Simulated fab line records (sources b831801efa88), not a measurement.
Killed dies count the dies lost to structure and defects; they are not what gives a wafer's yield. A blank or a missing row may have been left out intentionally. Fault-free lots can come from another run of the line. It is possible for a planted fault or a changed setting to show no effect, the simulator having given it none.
Which of the tools did it? || flow gf180mcu || 72 wafers from 24 lots sampled at 5 of the route's 602 steps

WHAT EACH GAUGE READ, for each wafer
GF_M2_CD_MEAS_14 targets a cd of 280 nm. Usual: cd nm at 279.5 nm, with a standard deviation of 1.1.
{"lot": "L074", "measured": "day 19 01:14", "on": "cd sem-01", "cd nm (nm)": "277.7 279.1 277.7", "flag": ""}
{"lot": "L075", "measured": "day 19 12:17", "on": "cd sem-01", "cd nm (nm)": "279.5 278.4 279.4", "flag": ""}
{"lot": "L076", "measured": "day 19 21:33", "on": "cd sem-02", "cd nm (nm)": "279.3 279.6 279.5", "flag": ""}
{"lot": "L077", "measured": "day 20 02:04", "on": "cd sem-01", "cd nm (nm)": "281.0 280.3 281.3", "flag": ""}
{"lot": "L078", "measured": "day 20 19:32", "on": "cd sem-02", "cd nm (nm)": "280.1 279.3 279.7", "flag": ""}
{"lot": "L079", "measured": "day 21 01:02", "on": "cd sem-01", "cd nm (nm)": "279.7 279.5 279.5", "flag": ""}
{"lot": "L080", "measured": "day 21 13:07", "on": "cd sem-01", "cd nm (nm)": "279.3 279.8 280.2", "flag": ""}
{"lot": "L081", "measured": "day 22 07:03", "on": "cd sem-02", "cd nm (nm)": "279.3 278.9 280.1", "flag": ""}
{"lot": "L082", "measured": "day 22 09:05", "on": "cd sem-01", "cd nm (nm)": "280.3 280.7 279.3", "flag": ""}
{"lot": "L083", "measured": "day 22 19:08", "on": "cd sem-02", "cd nm (nm)": "279.6 279.1 279.8", "flag": ""}
{"lot": "L084", "measured": "day 23 05:01", "on": "cd sem-01", "cd nm (nm)": "281.4 281.1 279.9", "flag": ""}
{"lot": "L085", "measured": "day 23 11:01", "on": "cd sem-02", "cd nm (nm)": "279.9 279.1 280.8", "flag": ""}
{"lot": "L086", "measured": "day 23 17:41", "on": "cd sem-02", "cd nm (nm)": "279.3 279.8 280.5", "flag": ""}
{"lot": "L087", "measured": "day 23 22:53", "on": "cd sem-02", "cd nm (nm)": "277.0 278.2 277.3", "flag": ""}
{"lot": "L088", "measured": "day 24 10:46", "on": "cd sem-01", "cd nm (nm)": "279.0 279.3 280.5", "flag": ""}
{"lot": "L089", "measured": "day 24 14:40", "on": "cd sem-01", "cd nm (nm)": "279.8 279.3 279.2", "flag": ""}
{"lot": "L090", "measured": "day 24 21:52", "on": "cd sem-01", "cd nm (nm)": "280.6 279.8 280.0", "flag": ""}
{"lot": "L091", "measured": "day 25 04:52", "on": "cd sem-01", "cd nm (nm)": "280.1 281.5 280.0", "flag": ""}
{"lot": "L092", "measured": "day 25 10:40", "on": "cd sem-01", "cd nm (nm)": "280.5 279.8 280.7", "flag": ""}
{"lot": "L093", "measured": "day 25 22:22", "on": "cd sem-02", "cd nm (nm)": "276.8 278.2 278.1", "flag": ""}
{"lot": "L094", "measured": "day 26 06:58", "on": "cd sem-02", "cd nm (nm)": "279.2 278.7 278.9", "flag": ""}
{"lot": "L095", "measured": "day 26 13:04", "on": "cd sem-02", "cd nm (nm)": "281.2 280.3 279.9", "flag": ""}
{"lot": "L096", "measured": "day 26 16:52", "on": "cd sem-01", "cd nm (nm)": "282.5 281.4 281.3", "flag": ""}
{"lot": "L097", "measured": "day 26 22:31", "on": "cd sem-01", "cd nm (nm)": "276.4 278.6 277.5", "flag": ""}

GF_V3_THK_MEAS_01. Usual: V3_CVD_00_THK typically reads 600 nm, with standard deviation 6.2.
{"lot": "L074", "measured": "day 21 05:23", "on": "film metro-03", "V3_CVD_00_THK (nm)": "608 611 609", "flag": ""}
{"lot": "L075", "measured": "day 21 16:37", "on": "film metro-04", "V3_CVD_00_THK (nm)": "606 609 606", "flag": ""}
{"lot": "L076", "measured": "day 22 01:38", "on": "film metro-04", "V3_CVD_00_THK (nm)": "610 606 607", "flag": ""}
{"lot": "L077", "measured": "day 22 05:04", "on": "film metro-03", "V3_CVD_00_THK (nm)": "599 609 601", "flag": ""}
{"lot": "L078", "measured": "day 22 23:08", "on": "film metro-01", "V3_CVD_00_THK (nm)": "603 597 599", "flag": ""}
{"lot": "L079", "measured": "day 23 03:53", "on": "film metro-03", "V3_CVD_00_THK (nm)": "603 603 605", "flag": ""}
{"lot": "L080", "measured": "day 23 15:34", "on": "film metro-04", "V3_CVD_00_THK (nm)": "595 598 599", "flag": ""}
{"lot": "L081", "measured": "day 24 08:08", "on": "film metro-03", "V3_CVD_00_THK (nm)": "604 598 606", "flag": ""}
{"lot": "L082", "measured": "day 24 11:08", "on": "film metro-03", "V3_CVD_00_THK (nm)": "584 590 593", "flag": ""}
{"lot": "L083", "measured": "day 24 20:10", "on": "film metro-03", "V3_CVD_00_THK (nm)": "599 601 603", "flag": ""}
{"lot": "L084", "measured": "day 25 04:47", "on": "film metro-01", "V3_CVD_00_THK (nm)": "596 597 596", "flag": ""}
{"lot": "L085", "measured": "day 25 10:44", "on": "film metro-03", "V3_CVD_00_THK (nm)": "594 607 599", "flag": ""}
{"lot": "L086", "measured": "day 25 17:55", "on": "film metro-04", "V3_CVD_00_THK (nm)": "609 595 604", "flag": ""}
{"lot": "L087", "measured": "day 25 22:17", "on": "film metro-01", "V3_CVD_00_THK (nm)": "602 603 613", "flag": ""}
{"lot": "L088", "measured": "day 26 08:57", "on": "film metro-01", "V3_CVD_00_THK (nm)": "589 596 597", "flag": ""}
{"lot": "L089", "measured": "day 26 13:35", "on": "film metro-03", "V3_CVD_00_THK (nm)": "604 602 592", "flag": ""}
{"lot": "L090", "measured": "day 26 19:36", "on": "film metro-04", "V3_CVD_00_THK (nm)": "594 593 593", "flag": ""}
{"lot": "L091", "measured": "day 27 03:19", "on": "film metro-03", "V3_CVD_00_THK (nm)": "599 595 603", "flag": ""}
{"lot": "L092", "measured": "day 27 07:21", "on": "film metro-04", "V3_CVD_00_THK (nm)": "605 607 601", "flag": ""}
{"lot": "L093", "measured": "day 27 18:22", "on": "film metro-01", "V3_CVD_00_THK (nm)": "600 603 597", "flag": ""}
{"lot": "L094", "measured": "day 28 02:50", "on": "film metro-04", "V3_CVD_00_THK (nm)": "592 584 599", "flag": ""}
{"lot": "L095", "measured": "day 28 07:53", "on": "film metro-01", "V3_CVD_00_THK (nm)": "605 600 600", "flag": ""}
{"lot": "L096", "measured": "day 28 13:24", "on": "film metro-04", "V3_CVD_00_THK (nm)": "598 597 601", "flag": ""}
{"lot": "L097", "measured": "day 28 17:40", "on": "film metro-03", "V3_CVD_00_THK (nm)": "605 603 604", "flag": ""}

GF_V3_THK_MEAS_03. Usual: V3_CVD_02_THK typically reads 848 nm, with standard deviation 10.
{"lot": "L074", "measured": "day 21 05:31", "on": "film metro-01", "V3_CVD_02_THK (nm)": "854 843 866", "flag": ""}
{"lot": "L075", "measured": "day 21 16:44", "on": "film metro-01", "V3_CVD_02_THK (nm)": "822 851 835", "flag": ""}
{"lot": "L076", "measured": "day 22 01:46", "on": "film metro-03", "V3_CVD_02_THK (nm)": "846 839 849", "flag": ""}
{"lot": "L077", "measured": "day 22 05:12", "on": "film metro-04", "V3_CVD_02_THK (nm)": "844 832 856", "flag": ""}
{"lot": "L078", "measured": "day 22 23:16", "on": "film metro-04", "V3_CVD_02_THK (nm)": "851 837 865", "flag": ""}
{"lot": "L079", "measured": "day 23 04:03", "on": "film metro-04", "V3_CVD_02_THK (nm)": "842 843 869", "flag": ""}
{"lot": "L080", "measured": "day 23 15:41", "on": "film metro-01", "V3_CVD_02_THK (nm)": "852 857 865", "flag": ""}
{"lot": "L081", "measured": "day 24 08:16", "on": "film metro-01", "V3_CVD_02_THK (nm)": "848 852 866", "flag": ""}
{"lot": "L082", "measured": "day 24 11:16", "on": "film metro-01", "V3_CVD_02_THK (nm)": "838 840 850", "flag": ""}
{"lot": "L083", "measured": "day 24 20:18", "on": "film metro-04", "V3_CVD_02_THK (nm)": "848 858 867", "flag": ""}
{"lot": "L084", "measured": "day 25 04:55", "on": "film metro-03", "V3_CVD_02_THK (nm)": "841 844 860", "flag": ""}
{"lot": "L085", "measured": "day 25 10:52", "on": "film metro-01", "V3_CVD_02_THK (nm)": "847 851 858", "flag": ""}
{"lot": "L086", "measured": "day 25 18:03", "on": "film metro-03", "V3_CVD_02_THK (nm)": "830 817 847", "flag": ""}
{"lot": "L087", "measured": "day 25 22:25", "on": "film metro-04", "V3_CVD_02_THK (nm)": "832 855 842", "flag": ""}
{"lot": "L088", "measured": "day 26 09:07", "on": "film metro-04", "V3_CVD_02_THK (nm)": "830 838 859", "flag": ""}
{"lot": "L089", "measured": "day 26 13:43", "on": "film metro-01", "V3_CVD_02_THK (nm)": "831 852 856", "flag": ""}
{"lot": "L090", "measured": "day 26 19:46", "on": "film metro-01", "V3_CVD_02_THK (nm)": "861 859 865", "flag": ""}
{"lot": "L091", "measured": "day 27 03:28", "on": "film metro-03", "V3_CVD_02_THK (nm)": "840 853 851", "flag": ""}
{"lot": "L092", "measured": "day 27 07:31", "on": "film metro-01", "V3_CVD_02_THK (nm)": "850 852 843", "flag": ""}
{"lot": "L093", "measured": "day 27 18:29", "on": "film metro-04", "V3_CVD_02_THK (nm)": "837 849 862", "flag": ""}
{"lot": "L094", "measured": "day 28 02:58", "on": "film metro-03", "V3_CVD_02_THK (nm)": "845 829 853", "flag": ""}
{"lot": "L095", "measured": "day 28 08:01", "on": "film metro-03", "V3_CVD_02_THK (nm)": "844 831 856", "flag": ""}
{"lot": "L096", "measured": "day 28 13:32", "on": "film metro-04", "V3_CVD_02_THK (nm)": "848 860 857", "flag": ""}
{"lot": "L097", "measured": "day 28 17:47", "on": "film metro-01", "V3_CVD_02_THK (nm)": "847 842 859", "flag": ""}

GF_V3_BOW_MEAS_05. Usual: V3_BOW typically reads 117 um, with standard deviation 8.6.
{"lot": "L074", "measured": "day 21 05:52", "on": "film metro-01", "V3_BOW (um)": "112 110 101", "flag": ""}
{"lot": "L075", "measured": "day 21 17:06", "on": "film metro-04", "V3_BOW (um)": "119 118 113", "flag": ""}
{"lot": "L076", "measured": "day 22 02:08", "on": "film metro-04", "V3_BOW (um)": "122 120 122", "flag": ""}
{"lot": "L077", "measured": "day 22 05:34", "on": "film metro-03", "V3_BOW (um)": "124 117 110", "flag": ""}
{"lot": "L078", "measured": "day 22 23:37", "on": "film metro-01", "V3_BOW (um)": "119 111 118", "flag": ""}
{"lot": "L079", "measured": "day 23 04:25", "on": "film metro-03", "V3_BOW (um)": "114 117 121", "flag": ""}
{"lot": "L080", "measured": "day 23 16:02", "on": "film metro-04", "V3_BOW (um)": "104 122 118", "flag": ""}
{"lot": "L081", "measured": "day 24 08:38", "on": "film metro-04", "V3_BOW (um)": "114 126 118", "flag": ""}
{"lot": "L082", "measured": "day 24 11:39", "on": "film metro-03", "V3_BOW (um)": "106 92 103", "flag": ""}
{"lot": "L083", "measured": "day 24 20:40", "on": "film metro-03", "V3_BOW (um)": "127 135 119", "flag": ""}
{"lot": "L084", "measured": "day 25 05:17", "on": "film metro-04", "V3_BOW (um)": "113 113 114", "flag": ""}
{"lot": "L085", "measured": "day 25 11:15", "on": "film metro-03", "V3_BOW (um)": "112 124 120", "flag": ""}
{"lot": "L086", "measured": "day 25 18:25", "on": "film metro-04", "V3_BOW (um)": "122 105 112", "flag": ""}
{"lot": "L087", "measured": "day 25 22:46", "on": "film metro-01", "V3_BOW (um)": "125 114 127", "flag": ""}
{"lot": "L088", "measured": "day 26 09:29", "on": "film metro-01", "V3_BOW (um)": "119 117 105", "flag": ""}
{"lot": "L089", "measured": "day 26 14:04", "on": "film metro-01", "V3_BOW (um)": "117 122 121", "flag": ""}
{"lot": "L090", "measured": "day 26 20:09", "on": "film metro-03", "V3_BOW (um)": "124 126 132", "flag": ""}
{"lot": "L091", "measured": "day 27 03:59", "on": "film metro-03", "V3_BOW (um)": "121 128 137", "flag": ""}
{"lot": "L092", "measured": "day 27 07:54", "on": "film metro-03", "V3_BOW (um)": "133 127 131", "flag": ""}
{"lot": "L093", "measured": "day 27 18:51", "on": "film metro-03", "V3_BOW (um)": "111 103 97", "flag": ""}
{"lot": "L094", "measured": "day 28 03:19", "on": "film metro-04", "V3_BOW (um)": "117 109 106", "flag": ""}
{"lot": "L095", "measured": "day 28 12:19", "on": "film metro-03", "V3_BOW (um)": "123 121 115", "flag": ""}
{"lot": "L096", "measured": "day 28 15:02", "on": "film metro-01", "V3_BOW (um)": "122 105 118", "flag": ""}
{"lot": "L097", "measured": "day 28 18:31", "on": "film metro-04", "V3_BOW (um)": "115 121 129", "flag": ""}

WHAT TOOL EACH LOT RAN ON (gives the tool, then ch and the chambers of the sampled wafers, and finally the start)
{"lot": "L074", "GF_V1_ETCH_16": "rie diel-01 ch 0,2, day 17 23:47"}
{"lot": "L075", "GF_V1_ETCH_16": "rie diel-04 ch 0,1, day 18 10:32"}
{"lot": "L076", "GF_V1_ETCH_16": "rie diel-01 ch 0,2,3, day 18 19:44"}
{"lot": "L077", "GF_V1_ETCH_16": "rie diel-02 ch 0,1,3, day 19 00:14"}
{"lot": "L078", "GF_V1_ETCH_16": "rie diel-04 ch 1,2,3, day 19 17:32"}
{"lot": "L079", "GF_V1_ETCH_16": "rie diel-02 ch 2,3, day 19 23:47"}
{"lot": "L080", "GF_V1_ETCH_16": "rie diel-02 ch 0,1,2, day 20 11:44"}
{"lot": "L081", "GF_V1_ETCH_16": "rie diel-02 ch 0,2,3, day 21 05:41"}
{"lot": "L082", "GF_V1_ETCH_16": "rie diel-02 ch 0,1, day 21 07:38"}
{"lot": "L083", "GF_V1_ETCH_16": "rie diel-01 ch 1,3, day 21 17:53"}
{"lot": "L084", "GF_V1_ETCH_16": "rie diel-02 ch 1,2,3, day 22 04:17"}
{"lot": "L085", "GF_V1_ETCH_16": "rie diel-02 ch 0,1,3, day 22 11:02"}
{"lot": "L086", "GF_V1_ETCH_16": "rie diel-04 ch 0,1,3, day 22 17:08"}
{"lot": "L087", "GF_V1_ETCH_16": "rie diel-04 ch 1,3, day 22 23:26"}
{"lot": "L088", "GF_V1_ETCH_16": "rie diel-02 ch 0,1, day 23 10:47"}
{"lot": "L089", "GF_V1_ETCH_16": "rie diel-04 ch 1,2, day 23 15:32"}
{"lot": "L090", "GF_V1_ETCH_16": "rie diel-02 ch 1,2, day 23 23:10"}
{"lot": "L091", "GF_V1_ETCH_16": "rie diel-04 ch 1,2, day 24 05:29"}
{"lot": "L092", "GF_V1_ETCH_16": "rie diel-02 ch 0,2, day 24 11:56"}
{"lot": "L093", "GF_V1_ETCH_16": "rie diel-04 ch 0,1, day 24 23:38"}
{"lot": "L094", "GF_V1_ETCH_16": "rie diel-01 ch 0,1,3, day 25 08:38"}
{"lot": "L095", "GF_V1_ETCH_16": "rie diel-01 ch 0,1, day 25 13:56"}
{"lot": "L096", "GF_V1_ETCH_16": "rie diel-02 ch 1,3, day 25 18:32"}
{"lot": "L097", "GF_V1_ETCH_16": "rie diel-01 ch 0,1,2, day 26 00:29"}
- GF_V1_ETCH_16: etches BARC in N2/H2.

WHAT THE TOOLS THEMSELVES READ (means of the sampled wafers that have a number; where no wafer has one, the mark that the record gives instead)
GF_V1_ETCH_16. Usual: drypump motor current A 6.0 A, standard deviation 0.36; oes product au 0.855 a.u., standard deviation 0.0047; throttle valve pct 13.226 %, standard deviation 0.0095.
{"lot": "L074", "tool": "rie diel-01", "drypump motor current A (A)": 5.9, "oes product au (a.u.)": 0.854, "throttle valve pct (%)": 13.226, "flag": ""}
{"lot": "L075", "tool": "rie diel-04", "drypump motor current A (A)": 6.1, "oes product au (a.u.)": 0.853, "throttle valve pct (%)": 13.222, "flag": ""}
{"lot": "L076", "tool": "rie diel-01", "drypump motor current A (A)": 6.0, "oes product au (a.u.)": 0.861, "throttle valve pct (%)": 13.217, "flag": ""}
{"lot": "L077", "tool": "rie diel-02", "drypump motor current A (A)": 6.0, "oes product au (a.u.)": 0.862, "throttle valve pct (%)": 13.227, "flag": ""}
{"lot": "L078", "tool": "rie diel-04", "drypump motor current A (A)": 5.8, "oes product au (a.u.)": 0.855, "throttle valve pct (%)": 13.214, "flag": ""}
{"lot": "L079", "tool": "rie diel-02", "drypump motor current A (A)": 6.4, "oes product au (a.u.)": 0.852, "throttle valve pct (%)": 13.218, "flag": ""}
{"lot": "L080", "tool": "rie diel-02", "drypump motor current A (A)": 5.9, "oes product au (a.u.)": 0.856, "throttle valve pct (%)": 13.217, "flag": ""}
{"lot": "L081", "tool": "rie diel-02", "drypump motor current A (A)": 6.3, "oes product au (a.u.)": 0.857, "throttle valve pct (%)": 13.226, "flag": ""}
{"lot": "L082", "tool": "rie diel-02", "drypump motor current A (A)": 5.7, "oes product au (a.u.)": 0.855, "throttle valve pct (%)": 13.232, "flag": ""}
{"lot": "L083", "tool": "rie diel-01", "drypump motor current A (A)": 6.0, "oes product au (a.u.)": 0.855, "throttle valve pct (%)": 13.229, "flag": ""}
{"lot": "L084", "tool": "rie diel-02", "drypump motor current A (A)": 6.2, "oes product au (a.u.)": 0.853, "throttle valve pct (%)": 13.225, "flag": ""}
{"lot": "L085", "tool": "rie diel-02", "drypump motor current A (A)": 6.1, "oes product au (a.u.)": 0.854, "throttle valve pct (%)": 13.233, "flag": ""}
{"lot": "L086", "tool": "rie diel-04", "drypump motor current A (A)": 6.1, "oes product au (a.u.)": 0.855, "throttle valve pct (%)": 13.234, "flag": ""}
{"lot": "L087", "tool": "rie diel-04", "drypump motor current A (A)": 5.9, "oes product au (a.u.)": 0.852, "throttle valve pct (%)": 13.223, "flag": ""}
{"lot": "L088", "tool": "rie diel-02", "drypump motor current A (A)": 5.7, "oes product au (a.u.)": 0.854, "throttle valve pct (%)": 13.233, "flag": ""}
{"lot": "L089", "tool": "rie diel-04", "drypump motor current A (A)": 5.8, "oes product au (a.u.)": 0.859, "throttle valve pct (%)": 13.220, "flag": ""}
{"lot": "L090", "tool": "rie diel-02", "drypump motor current A (A)": 5.9, "oes product au (a.u.)": 0.855, "throttle valve pct (%)": 13.236, "flag": ""}
{"lot": "L091", "tool": "rie diel-04", "drypump motor current A (A)": 5.6, "oes product au (a.u.)": 0.855, "throttle valve pct (%)": 13.232, "flag": ""}
{"lot": "L092", "tool": "rie diel-02", "drypump motor current A (A)": 5.9, "oes product au (a.u.)": 0.855, "throttle valve pct (%)": 13.236, "flag": ""}
{"lot": "L093", "tool": "rie diel-04", "drypump motor current A (A)": 6.2, "oes product au (a.u.)": 0.848, "throttle valve pct (%)": 13.224, "flag": ""}
{"lot": "L094", "tool": "rie diel-01", "drypump motor current A (A)": 6.0, "oes product au (a.u.)": 0.855, "throttle valve pct (%)": 13.224, "flag": ""}
{"lot": "L095", "tool": "rie diel-01", "drypump motor current A (A)": 5.9, "oes product au (a.u.)": 0.856, "throttle valve pct (%)": 13.224, "flag": ""}
{"lot": "L096", "tool": "rie diel-02", "drypump motor current A (A)": 6.1, "oes product au (a.u.)": 0.857, "throttle valve pct (%)": 13.227, "flag": ""}
{"lot": "L097", "tool": "rie diel-01", "drypump motor current A (A)": 5.8, "oes product au (a.u.)": 0.859, "throttle valve pct (%)": 13.231, "flag": ""}

THE ANSWER, worked out from the rows above alone
Rule: a lot counts as off when the mean over its wafers that have a number is more than 3 standard deviations away from the usual mean. A lot without any number at a reading at which 4 lots or more have one is off too. The other lots that the step has rows for count as sound. The gauges are gone through in route order, then the tools' own readings, and for those a lot's mean is taken as printed above. At the first step where some lot is off, the reading lying furthest off is the one used; lots without a number count as furthest.
Across all readings shown, no lot is off: no conclusion can be drawn from this.

WHAT THE SIMULATOR HAD PUT IN
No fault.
